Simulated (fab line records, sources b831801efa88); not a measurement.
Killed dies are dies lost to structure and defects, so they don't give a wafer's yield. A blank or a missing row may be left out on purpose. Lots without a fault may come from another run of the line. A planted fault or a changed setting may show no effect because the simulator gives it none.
One fault seen from 2 desks | flow gf180mcu | each desk has only its own numbers; what lay behind them comes last

THE TOOL OWNER'S DESK: rie_diel-02
The tool's own readings at GF_STI_ETCH_13 (etches the open film in CHF3/O2, stops on Si, target depth 282.31 nm, time 112.9 s): means of the sampled wafers that have a number, for each lot that ran on this tool. A lot is out of limits, marked OUT, if its mean lies more than 4 standard deviations from the usual mean; the brackets give that distance.
Columns: A = chamber_pressure_mTorr at GF_STI_ETCH_13, usual 40.00 mTorr; B = drypump_motor_current_A at GF_STI_ETCH_13, usual 5.8 A; C = oes_product_au at GF_STI_ETCH_13, usual 0.835 a.u.; D = throttle_valve_pct at GF_STI_ETCH_13, usual 8.812 %
lot  | first seen here | A     | B   | C     | D
L791 | day 3 20:52     | 39.99 | 5.7 | 0.841 | 8.813
L792 | day 4 00:01     | 40.02 | 5.7 | 0.841 | 8.817
This desk's finding: nothing out of limits on any of the 2 lots.

THE METROLOGY DESK
What the gauges read, lot by lot, whatever tool the lot ran on: means of the sampled wafers that have a number. A lot is out of limits, marked OUT, if its mean lies more than 4 standard deviations from the usual mean; the brackets give that distance.
Columns: A = VT_IMPLANT_01_OVL at GF_VT_IMPLANT_OVL_MEAS_18, usual 1.3 nm; B = PSD_TW at GF_PSD_TW_MEAS_11, usual 3174; C = SAB_OVL at GF_SAB_OVL_MEAS_10, usual 0.4 nm
lot  | first seen here | A    | B    | C
L783 | day 6 03:25     | 1.3  | 3159 | 2.0
L784 | day 6 09:28     | 1.8  | 3162 | -0.1
L785 | day 7 02:58     | 1.3  | 3157 | 0.3
L791 | day 8 13:22     | 1.0  | 3211 | 0.8
L792 | day 8 14:13     | 1.3  | 3163 | -0.3
L795 | day 9 08:30     | -0.4 | 3201 | -1.4
L797 | day 10 01:00    | 2.7  | 3203 | 1.2
L798 | day 10 05:01    | 1.8  | 3149 | -0.7
L799 | day 10 10:07    | 3.2  | 3129 | 1.9
L800 | day 11 02:49    | 2.4  | 3174 | -0.3
L802 | day 11 05:54    | -0.1 | 3207 | 0.0
L804 | day 11 20:40    | -0.7 | 3199 | 0.7
L805 | day 11 23:58    | 0.4  | 3152 | -0.7
This desk's finding: nothing out of limits on any of the 13 lots.

PUT TOGETHER
The tool owner's desk saw nothing out of limits.
The metrology desk saw nothing out of limits.

WHAT THE SIMULATOR HAD PUT IN
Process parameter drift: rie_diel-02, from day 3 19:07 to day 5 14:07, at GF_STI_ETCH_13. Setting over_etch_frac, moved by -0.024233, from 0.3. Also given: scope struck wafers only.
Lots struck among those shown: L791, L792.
